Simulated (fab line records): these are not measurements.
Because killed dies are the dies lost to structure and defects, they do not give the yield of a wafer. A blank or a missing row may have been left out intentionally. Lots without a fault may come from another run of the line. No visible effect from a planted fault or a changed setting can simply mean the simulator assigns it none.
A lot that was struck, set against a sound lot ; flow sky130 ; 17 steps out of a route of 708
Sound: the wafers L953.2, L953.4, L953.5. Struck: wafers L958.2, L958.4, L958.6. The cause comes at the end.
Each step with rows lists, per side, the tool, then ch with its chambers, then its first start. Under that, the readings that differ: sound wafers ; struck wafers ; difference of the means ; sigmas: that difference in standard deviations of wafers without a fault.
alike: same words and numbers on both sides, and readings whose means sit less than 2 such deviations apart. not compared: any withheld reading, any reading some wafer has no value for, any bound like >300 that may hide the same value, and any number with overlapping values for which the record gives no deviation.
A row with sigmas, a row that says differs or no value, or rows on one side alone: a step with any of these is where the two part. Numbers that don't overlap but have no deviation are shown without sigmas and don't part them. A reading that every wafer of one side lacks parts them only if that side has two wafers or more.

SKY_VT_ADJUST_LVTN_OVL_MEAS_07:
  sound on overlay-02 at day 8 04:39; struck on overlay-01 at day 9 19:48
reading;sound;struck;difference;sigmas
VT_ADJUST_LVTN_OVL (nm);-1.1 1.2 1.0;-2.4 -2.7 -2.0;-2.7;-2
following that, these wafers have no rows for 1 step: SKY_VT_ADJUST_LVTN_IMPLANT_08.
SKY_VT_ADJUST_LVTN_STRIP_09: strips in O2/N2.
  sound on plasma-asher-01 ch 0,1, day 8 04:50; struck on plasma-asher-02 ch 0,1, day 9 19:59
reading;sound;struck;difference;sigmas
strip-time-to-endpoint-s (s);37.02 37.02 36.95;36.82 36.80 36.67;-0.23;-2
  alike: drypump-motor-current-A, oes-product-au
  not compared: rf-hours-counter-h
SKY_VT_ADJUST_LVTN_TW_MEAS_10:
  sound on film-metro-04 at day 8 04:56; struck on film-metro-03 at day 9 20:05
  alike: VT_ADJUST_LVTN_TW
then, 7 steps without rows for these wafers: SKY_VT_ADJUST_LVTN_DEHYDRATE_11 (time 60 s); SKY_VT_ADJUST_LVTN_HMDS_12 (prime time 60 s); SKY_VT_ADJUST_LVTN_COAT_13 (resist thk 1148 nm); SKY_VT_ADJUST_LVTN_SOFTBAKE_14 (time 60 s); SKY_VT_ADJUST_LVTN_EXPOSE_15 (exposes mask HVN STD DERIVED, target cd 600 nm); SKY_VT_ADJUST_LVTN_PEB_16; SKY_VT_ADJUST_LVTN_DEVELOP_17 (develop time 60 s).
SKY_VT_ADJUST_LVTN_OVL_MEAS_18:
  sound on overlay-02 at day 9 02:30; struck on overlay-01 at day 10 18:33
  alike: VT_ADJUST_LVTN_01_OVL
SKY_VT_ADJUST_LVTN_IMPLANT_19:
  sound on implanter-02 ch 0, day 9 02:33; struck on implanter-04 ch 0, day 10 18:36
reading;sound;struck;difference;sigmas
dose-ions-cm2;6.513e+11 6.506e+11 6.514e+11;4.254e+11 4.262e+11 4.252e+11;-2.255e+11;-99 or more
faraday-current-uA;3.63 3.72 3.59;2.39 2.35 2.32;-1.29;-16
SKY_VT_ADJUST_LVTN_STRIP_20: strips in O2/N2.
  sound on plasma-asher-01 ch 0,1, day 9 02:41; struck on plasma-asher-03 ch 0,1, day 10 18:44
  alike: drypump-motor-current-A, oes-product-au, strip-time-to-endpoint-s
  not compared: rf-hours-counter-h
SKY_VT_ADJUST_LVTN_TW_MEAS_21:
  sound on film-metro-04 at day 9 02:47; struck on film-metro-04 at day 10 18:50
reading;sound;struck;difference;sigmas
VT_ADJUST_LVTN_2_TW;189.4 189.5 189.7;166.7 166.7 168.0;-22.4;-14
then, 1 step without rows for these wafers: SKY_VT_ADJUST_NCORE_DEHYDRATE_00 (time 60 s).
-- here the record skips 38 days between the struck wafers' starts before and after, leaving off in module VT_ADJUST_NCORE and picking up in module PAD_OPEN (first step shown: number 708 of the route) --
SKY_PAD_OPEN_PROBE_99:
  sound on prober-01 at day 47 05:10; struck on prober-02 at day 48 15:11
reading;sound;struck;difference;sigmas
model.etest.nfet_16v.body-rise-v (V);0.666 0.6665 0.6667;0.6612 0.6524 0.6578;-0.0093;
model.etest.nfet-g5v0d10v5.body-rise-v (V);0.6655 0.6675 0.6683;0.6642 0.651 0.6548;-0.0104;
model.etest.nfet-g5v0d10v5.vt-sat-v (V);0.7662 0.7739 0.7826;0.7632 0.7347 0.7562;-0.0229;
  alike: killed_at_M0_to_M3, killed_at_M4_up, killed-at-contacts, killed-at-front-end, killed-at-other, killed-dies, killed-open, killed-short
  not compared: model.etest.res-pwell-under-gate.rs-ohm-sq, model.etest.nfet-g5v0d10v5.vt-v

== WHERE THEY PART ==
Last at SKY_VT_ADJUST_LVTN_TW_MEAS_21 as far as this record goes, first at SKY_VT_ADJUST_LVTN_OVL_MEAS_07. Later steps at which nothing parts them and some readings are alike: SKY_PAD_OPEN_PROBE_99.

WHY: what the simulator had put in
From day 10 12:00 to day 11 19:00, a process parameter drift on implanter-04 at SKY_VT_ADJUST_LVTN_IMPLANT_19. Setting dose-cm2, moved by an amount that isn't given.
